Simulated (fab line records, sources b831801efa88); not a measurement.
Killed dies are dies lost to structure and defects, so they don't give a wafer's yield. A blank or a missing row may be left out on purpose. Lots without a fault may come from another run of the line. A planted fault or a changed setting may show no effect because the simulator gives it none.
fab line records | flow sky130
record lots=7 wafers=21 last_day=50
route steps=708 shown LDD_P@259 LDD_HVN@267 PAD_OPEN@708
lots that met no fault: from a run of the same line without faults
start_h: hours from the record's first day to the start of the lot's first wafer shown | wait_h: hours since the lot's step before | " the same as in the row above | L1.1+2: a row that stands for several wafers | - no value, or no start given | * or withheld: withheld | < > ~ a bound
route shown NAME@n: a module of which the file shows steps, and the number in the route of the first | usual: mean/standard deviation of fault-free wafers | same: alike in all rows | chamber/n: place in a boat | sites: the reading at each site | _std_site: their standard deviation | _edge_site: outer sites' mean less inner sites' | radius_mm: how far each site lies from the wafer's centre | mask NAME#n: copy n | behind: the tool/chamber that last shaped the wafer | hold: why the lot was held/for how many hours/how that ended | device: the transistor (n, p or np) that didn't switch | end of line: the same wafers' tests at the end of the route | a step without rows: its recipe alone | killed: dies lost to structure and defects at the first sort, not the wafer's yield | map: a wafer's dies, x killed, . not, _ none there
set.NAME: the setting as run; set.NAME@STEP: as run at that earlier step | model.NAME: the simulator's own value behind a step, which no gauge read
lots at some steps of the route; a table a step, a row a wafer
services: from which hour (start_h, from the record's first day; less than 0 if before it) a tool's chamber was out of use, for how many hours, and why
## steps
# step SKY_LDD_P_EXPOSE_04
# recipe mask_id=PSDM na=0.6 source_shape=conventional sigma_outer=0.6 polarization=unpolarized target_cd_nm=380 dose_mj=138
# step SKY_LDD_P_PEB_05
# recipe temp_c=withheld time_s=* resist=NOVOLAK
# step SKY_LDD_P_DEVELOP_06
# recipe resist=NOVOLAK developer=TMAH develop_time_s=60 dev_temp_c=23
# step SKY_LDD_P_CD_MEAS_07
# recipe target_cd_nm=380
# usual cd_nm=379.5/2.3
# columns lot.wafer tool chamber start_h wait_h cd_nm
L789.1 cd_sem-01 - 437.43 0.1 382.1
L789.2 " - " " 377.0
L789.6 " - " " 377.5
L792.1 cd_sem-02 - 503.23 0.1 379.5
L792.2 " - " " 379.9
L792.5 " - " " 380.4
L794.3 cd_sem-02 - 507.52 0.1 377.5
L794.4 " - " " 377.2
L794.5 " - " " 376.5
L797.3 cd_sem-01 - 512.07 0.1 377.2
L797.4 " - " " 379.7
L797.5 " - " " 377.7
L802.1 cd_sem-02 - 562.38 0.1 384.0
L802.4 " - " " 382.3
L802.6 " - " " 383.0
L804.1 cd_sem-01 - 568.33 0.1 380.5
L804.2 " - " " 378.4
L804.3 " - " " 377.5
L811.1 cd_sem-01 - 640.85 0.1 380.4
L811.4 " - " " 380.4
L811.6 " - " " 381.1
# step SKY_LDD_P_OVL_MEAS_08
# usual LDD_P_OVL=-0.5/1.2
# columns lot.wafer tool chamber start_h wait_h LDD_P_OVL[nm]
L789.1 overlay-01 - 437.55 0.1 -0.8
L789.2 " - " " -1.3
L789.6 " - " " 0.0
L792.1 overlay-02 - 503.35 0.1 -1.6
L792.2 " - " " -1.8
L792.5 " - " " -0.4
L794.3 overlay-02 - 507.61 0.1 0.1
L794.4 " - " " 1.2
L794.5 " - " " -1.2
L797.3 overlay-02 - 512.16 0.1 -1.0
L797.4 " - " " -0.8
L797.5 " - " " 0.1
L802.1 overlay-02 - 562.50 0.1 -0.1
L802.4 " - " " -0.9
L802.6 " - " " -0.2
L804.1 overlay-01 - 568.45 0.1 0.9
L804.2 " - " " -1.8
L804.3 " - " " 0.2
L811.1 overlay-01 - 640.97 0.1 -2.4
L811.4 " - " " -2.1
L811.6 " - " " -3.4
# step SKY_LDD_P_IMPLANT_09
# recipe species=BF2 energy_kev=25 dose_cm2=1e+13 tilt_deg=withheld
# step SKY_LDD_P_STRIP_10
# recipe chemistry=O2/N2 power_w=1400 pressure_mtorr=1500 platen_temp_c=withheld o2_flow_sccm=3000 n2_flow_sccm=300 overash_fraction=0.5
# usual drypump_motor_current_A=5.7/0.52 oes_product_au=0.716/0.0043 strip_time_to_endpoint_s=14.16/0.043
# columns lot.wafer tool chamber start_h wait_h drypump_motor_current_A oes_product_au rf_hours_counter_h strip_time_to_endpoint_s
L789.1 plasma_asher-03 1 437.73 0.1 5.8 0.719 62 14.16
L789.2 " 0 " " 6.2 0.720 62 14.13
L789.6 " 0 " " 6.2 0.720 - 14.19
L792.1 plasma_asher-03 0 503.54 0.1 6.2 0.719 68 14.20
L792.2 " 1 " " 5.8 0.715 68 14.21
L792.5 " 0 " " 6.2 0.717 - 14.19
L794.3 plasma_asher-02 0 507.82 0.1 5.1 0.711 - 14.19
L794.4 " 1 " " 5.8 0.715 - 14.22
L794.5 " 1 " " 5.8 0.727 - 14.20
L797.3 plasma_asher-03 1 512.37 0.1 5.8 0.711 - 14.16
L797.4 " 0 " " 6.2 0.715 - 14.10
L797.5 " 1 " " 5.8 0.710 - 14.13
L802.1 plasma_asher-02 0 562.68 0.1 5.1 0.713 89 14.19
L802.4 " 1 " " 5.9 0.719 - 14.19
L802.6 " 1 " " 5.9 0.721 - 14.19
L804.1 plasma_asher-03 0 568.68 0.1 6.2 0.715 76 14.12
L804.2 " 1 " " 5.8 0.715 76 14.12
L804.3 " 0 " " 6.2 0.712 - 14.11
L811.1 plasma_asher-03 1 641.15 0.1 5.8 0.715 84 14.20
L811.4 " 1 " " 5.8 0.716 - 14.22
L811.6 " 1 " " 5.8 0.713 - 14.23
# step SKY_LDD_P_TW_MEAS_11
# usual LDD_P_TW=636/4.3
# columns lot.wafer tool chamber start_h wait_h LDD_P_TW
L789.1 film_metro-02 - 437.83 0.1 631
L789.2 " - " " 626
L789.6 " - " " 635
L792.1 film_metro-02 - 503.64 0.1 634
L792.2 " - " " 631
L792.5 " - " " 634
L794.3 film_metro-04 - 507.90 0.1 638
L794.4 " - " " 638
L794.5 " - " " 643
L797.3 film_metro-04 - 512.45 0.1 638
L797.4 " - " " 641
L797.5 " - " " 639
L802.1 film_metro-03 - 562.78 0.1 631
L802.4 " - " " 628
L802.6 " - " " 632
L804.1 film_metro-04 - 568.78 0.1 635
L804.2 " - " " 636
L804.3 " - " " 637
L811.1 film_metro-03 - 641.25 0.1 639
L811.4 " - " " 636
L811.6 " - " " 635
# step SKY_LDD_HVN_DEHYDRATE_00
# recipe temp_c=200 time_s=60
# step SKY_LDD_HVN_HMDS_01
# recipe prime_time_s=60 prime_temp_c=120
# step SKY_LDD_HVN_COAT_02
# recipe resist=NOVOLAK spin_rpm=3000 resist_thk_nm=300
# step SKY_LDD_HVN_SOFTBAKE_03
# recipe temp_c=90 time_s=60 resist=NOVOLAK
# step SKY_LDD_HVN_EXPOSE_04
# recipe mask_id=HVNTM na=0.6 source_shape=conventional sigma_outer=0.6 polarization=unpolarized target_cd_nm=700 dose_mj=127
# columns lot.wafer tool chamber start_h wait_h mask model.LDD_HVN.overlay_x_nm
L789.1+2+6 iline_stepper-02 0 452.96 - HVNTM#0 0.4608
L792.1+2+5 iline_stepper-02 0 518.11 - HVNTM#0 57.75
L794.3+4+5 iline_stepper-02 0 522.26 - HVNTM#0 56.48
L797.3+4+5 iline_stepper-02 0 527.53 - HVNTM#0 57.15
L802.1+4+6 iline_stepper-01 0 577.82 - HVNTM#0 0.1946
L804.1+2+3 iline_stepper-01 0 583.25 - HVNTM#0 1.317
L811.1+4+6 iline_stepper-01 0 655.67 - HVNTM#0 -0.4641
# step SKY_LDD_HVN_PEB_05
# recipe temp_c=withheld time_s=* resist=NOVOLAK
# step SKY_LDD_HVN_DEVELOP_06
# recipe resist=NOVOLAK developer=TMAH develop_time_s=60 dev_temp_c=23
# step SKY_LDD_HVN_OVL_MEAS_07
# usual LDD_HVN_OVL=-0.6/1.3
# columns lot.wafer tool chamber start_h wait_h LDD_HVN_OVL[nm]
L789.1 overlay-02 - 468.69 0.1 -0.7
L789.2 " - " " -0.8
L789.6 " - " " -1.0
L792.1 overlay-01 - 533.48 0.1 57.7
L792.2 " - " " 58.4
L792.5 " - " " 57.5
L794.3 overlay-02 - 537.46 0.1 55.9
L794.4 " - " " 56.1
L794.5 " - " " 55.0
L797.3 overlay-02 - 542.00 0.1 55.9
L797.4 " - " " 55.6
L797.5 " - " " 55.3
L802.1 overlay-01 - 593.09 0.1 1.2
L802.4 " - " " -0.2
L802.6 " - " " 0.0
L804.1 overlay-02 - 597.69 0.1 0.3
L804.2 " - " " 1.4
L804.3 " - " " 0.9
L811.1 overlay-02 - 669.14 0.1 1.3
L811.4 " - " " 0.8
L811.6 " - " " 0.7
# step SKY_LDD_HVN_IMPLANT_08
# recipe species=P energy_kev=60.67 dose_cm2=3e+13 tilt_deg=40
# step SKY_PAD_OPEN_PROBE_99
# usual killed_at_M0_to_M3=43/7.4 killed_at_M4_up=3.1/1.8 killed_at_contacts=26/5.6 killed_at_front_end=15/4.9 killed_at_other=0.2/0.44 killed_dies=87/10 killed_open=48/7.6 killed_short=39/6.2
# same gross_dies=492 killed_at_back_side=0
# columns lot.wafer tool chamber start_h wait_h killed_at_M0_to_M3 killed_at_M4_up killed_at_contacts killed_at_front_end killed_at_other killed_dies killed_open killed_short
L789.1 prober-01 - 1087.01 0.1 42 6 26 19 1 94 54 40
L789.2 prober-01 - 1087.06 0.1 54 1 28 15 0 98 55 43
L789.6 prober-01 - 1087.26 0.2 43 3 29 15 1 91 49 42
L792.1 prober-02 - 1121.06 0.1 44 2 28 14 0 88 47 39
L792.2 prober-02 - 1121.11 0.1 42 2 21 11 0 76 33 43
L792.5 prober-02 - 1121.26 0.2 46 1 27 10 0 84 45 39
L794.3 prober-02 - 1123.58 0.2 47 5 25 11 2 90 44 45
L794.4 prober-02 - 1123.63 0.2 44 4 28 20 0 96 58 38
L794.5 prober-02 - 1123.68 0.2 35 2 25 7 1 70 39 30
L797.3 prober-01 - 1125.67 0.2 39 4 27 9 0 79 38 40
L797.4 prober-01 - 1125.72 0.2 32 6 40 15 0 93 58 35
L797.5 prober-01 - 1125.77 0.2 35 2 36 14 0 87 53 34
L802.1 prober-01 - 1159.00 0.1 37 5 28 14 0 84 42 42
L802.4 prober-01 - 1159.15 0.2 40 6 20 6 1 73 39 34
L802.6 prober-01 - 1159.25 0.2 58 3 23 12 0 96 58 38
L804.1 prober-01 - 1162.88 0.1 66 1 17 26 1 111 59 52
L804.2 prober-01 - 1162.93 0.1 46 2 24 9 1 82 40 41
L804.3 prober-01 - 1162.98 0.2 53 4 31 8 1 97 51 45
L811.1 prober-01 - 1201.60 0.1 39 2 31 12 0 84 47 37
L811.4 prober-01 - 1201.75 0.2 42 2 26 11 0 81 45 36
L811.6 prober-01 - 1201.85 0.2 58 1 26 17 0 102 57 44
# killed by level:class
L789.1 VIA1:geometric_particle:open=11 CONTACT:geometric_particle:open=10 VIA2:geometric_particle:open=7 LI_CONTACT:geometric_particle:open=6 VIA3:geometric_particle:open=6 FIELD_ISO:geometric_particle:open=5 LOCAL_INTERCONNECT:geometric_particle:short=5 METAL2:geometric_particle:short=5
L789.2 VIA1:geometric_particle:open=11 LI_CONTACT:geometric_particle:open=9 CONTACT:geometric_particle:open=9 VIA3:geometric_particle:open=8 METAL2:geometric_particle:short=7 VIA2:geometric_particle:open=6 POLY_GATE:geometric_particle:short=4 VIA2:geometric_particle:short=4
L789.6 VIA1:geometric_particle:open=11 LI_CONTACT:geometric_particle:open=9 CONTACT:geometric_particle:open=9 POLY_GATE:geometric_particle:short=6 CONTACT:geometric_particle:short=6 METAL1:geometric_particle:short=5 POLY_GATE:geometric_particle:open=4 VIA2:geometric_particle:short=4
L792.1 CONTACT:geometric_particle:open=14 VIA1:geometric_particle:open=9 CONTACT:geometric_particle:short=8 VIA2:geometric_particle:open=7 METAL2:geometric_particle:short=6 FIELD_ISO:geometric_particle:short=5 VIA1:geometric_particle:short=5 METAL1:geometric_particle:short=4
L792.2 VIA1:geometric_particle:open=8 LI_CONTACT:geometric_particle:open=7 METAL1:geometric_particle:short=6 LOCAL_INTERCONNECT:geometric_particle:short=5 METAL3:geometric_particle:short=5 VIA1:geometric_particle:short=4 VIA2:geometric_particle:open=4 FIELD_ISO:geometric_particle:short=3
L792.5 CONTACT:geometric_particle:open=11 VIA1:geometric_particle:open=10 LI_CONTACT:geometric_particle:open=7 VIA3:geometric_particle:open=6 METAL1:geometric_particle:short=6 METAL2:geometric_particle:short=6 LOCAL_INTERCONNECT:geometric_particle:short=5 CONTACT:geometric_particle:short=4
L794.3 METAL1:geometric_particle:short=10 LI_CONTACT:geometric_particle:open=8 VIA1:geometric_particle:open=8 VIA2:geometric_particle:open=7 METAL2:geometric_particle:short=5 CONTACT:geometric_particle:open=5 CONTACT:geometric_particle:short=5 LI_CONTACT:geometric_particle:short=4
L794.4 CONTACT:geometric_particle:open=16 VIA2:geometric_particle:open=10 VIA1:geometric_particle:open=9 LI_CONTACT:geometric_particle:open=6 METAL1:geometric_particle:short=6 FIELD_ISO:geometric_particle:short=5 FIELD_ISO:geometric_particle:open=4 POLY_GATE:geometric_particle:open=4
L794.5 CONTACT:geometric_particle:open=14 VIA2:geometric_particle:open=7 METAL2:geometric_particle:short=6 VIA1:geometric_particle:open=4 VIA2:geometric_particle:short=4 FIELD_ISO:geometric_particle:open=3 LI_CONTACT:geometric_particle:open=3 LI_CONTACT:geometric_particle:short=3
L797.3 CONTACT:geometric_particle:open=11 METAL1:geometric_particle:short=8 VIA1:geometric_particle:open=8 METAL2:geometric_particle:short=6 LI_CONTACT:geometric_particle:open=5 CONTACT:geometric_particle:short=5 LOCAL_INTERCONNECT:geometric_particle:short=4 VIA3:geometric_particle:open=4
L797.4 CONTACT:geometric_particle:open=18 LI_CONTACT:geometric_particle:open=9 VIA1:geometric_particle:open=8 CONTACT:geometric_particle:short=7 VIA3:geometric_particle:open=5 VIA2:geometric_particle:open=4 VIA3:geometric_particle:short=4 FIELD_ISO:geometric_particle:open=3
L797.5 CONTACT:geometric_particle:open=15 VIA1:geometric_particle:open=10 FIELD_ISO:geometric_particle:short=8 LI_CONTACT:geometric_particle:open=7 VIA1:geometric_particle:short=6 VIA2:geometric_particle:open=6 LOCAL_INTERCONNECT:geometric_particle:short=5 VIA3:geometric_particle:open=5
L802.1 CONTACT:geometric_particle:open=8 METAL1:geometric_particle:short=8 LI_CONTACT:geometric_particle:open=6 VIA3:geometric_particle:open=6 VIA1:geometric_particle:open=6 VIA2:geometric_particle:open=6 LOCAL_INTERCONNECT:geometric_particle:short=5 CONTACT:geometric_particle:short=5
L802.4 CONTACT:geometric_particle:open=11 VIA2:geometric_particle:open=10 METAL2:geometric_particle:short=7 METAL4:geometric_particle:short=6 CONTACT:geometric_particle:short=5 VIA1:geometric_particle:open=5 VIA3:geometric_particle:open=5 METAL1:geometric_particle:short=4
L802.6 VIA1:geometric_particle:open=13 VIA3:geometric_particle:open=12 CONTACT:geometric_particle:open=10 VIA1:geometric_particle:short=6 METAL2:geometric_particle:short=6 VIA2:geometric_particle:open=6 VIA3:geometric_particle:short=5 LOCAL_INTERCONNECT:geometric_particle:short=4
L804.1 METAL1:geometric_particle:short=12 VIA1:geometric_particle:open=12 VIA2:geometric_particle:open=9 POLY_GATE:geometric_particle:open=8 VIA1:geometric_particle:short=8 METAL2:geometric_particle:short=8 FIELD_ISO:geometric_particle:open=7 LI_CONTACT:geometric_particle:open=7
L804.2 VIA3:geometric_particle:open=8 VIA1:geometric_particle:open=8 CONTACT:geometric_particle:open=6 CONTACT:geometric_particle:short=6 VIA1:geometric_particle:short=6 VIA2:geometric_particle:open=6 LI_CONTACT:geometric_particle:open=5 METAL1:geometric_particle:short=5
L804.3 VIA3:geometric_particle:open=9 METAL1:geometric_particle:short=8 LI_CONTACT:geometric_particle:open=8 VIA1:geometric_particle:open=8 CONTACT:geometric_particle:open=7 CONTACT:geometric_particle:short=7 METAL2:geometric_particle:short=6 VIA1:geometric_particle:short=5
L811.1 CONTACT:geometric_particle:open=9 VIA1:geometric_particle:open=8 METAL2:geometric_particle:short=6 LOCAL_INTERCONNECT:geometric_particle:short=6 VIA3:geometric_particle:open=6 FIELD_ISO:geometric_particle:open=5 CONTACT:geometric_particle:short=5 FIELD_ISO:geometric_particle:short=4
L811.4 VIA1:geometric_particle:open=12 LI_CONTACT:geometric_particle:open=9 CONTACT:geometric_particle:open=7 VIA3:geometric_particle:open=7 CONTACT:geometric_particle:short=6 METAL1:geometric_particle:short=6 POLY_GATE:geometric_particle:open=4 VIA1:geometric_particle:short=4
L811.6 VIA1:geometric_particle:open=19 CONTACT:geometric_particle:open=9 METAL2:geometric_particle:short=8 FIELD_ISO:geometric_particle:open=6 LI_CONTACT:geometric_particle:open=6 VIA2:geometric_particle:open=6 LOCAL_INTERCONNECT:geometric_particle:short=5 METAL1:geometric_particle:short=5
## services
# columns tool chamber start_h hours kind
iline_stepper-02 - 417.07 2.7 repair
plasma_asher-03 - 417.98 2.8 pm
iline_stepper-01 - 420.27 1.7 pm
iline_stepper-02 - 423.92 3.8 repair
iline_stepper-01 - 469.15 4.4 pm
plasma_asher-02 - 471.75 1.2 repair
iline_stepper-02 - 492.90 7.6 repair
iline_stepper-02 - 509.75 1.7 pm
iline_stepper-01 0 571.99 - calibration
iline_stepper-02 0 588.63 - calibration
plasma_asher-02 - 611.65 2.8 pm
plasma_asher-02 - 616.86 4.6 repair
iline_stepper-01 - 638.45 1.7 pm
## key
first_sign step=SKY_LDD_HVN_OVL_MEAS_07 reading=LDD_HVN_OVL direction=up sigmas=45 usual=-0.6 struck=56.4
effect none on later readings
model_effect step=SKY_LDD_HVN_EXPOSE_04 value=LDD_HVN.overlay_x_nm without=0.09803 struck=57.13
met_at SKY_LDD_HVN_EXPOSE_04
struck_wafers L792.1,L792.2,L792.5,L794.3,L794.4,L794.5,L797.3,L797.4,L797.5
tester_left_out L792,L794,L797
onset_between 452.96 518.11
fault kind=scanner_matching_overlay tool=iline_stepper-02 chamber=- onset_h=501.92 steps=SKY_LDD_HVN_EXPOSE_04 offset=57.029
# tester_left_out: of these lots the tester's yield and bins aren't shown, on N5 and GAA mostly nor the transistor test; their killed dies are dies lost to structure and defects alone, not to doping, threshold or leakage, so they don't give the yield
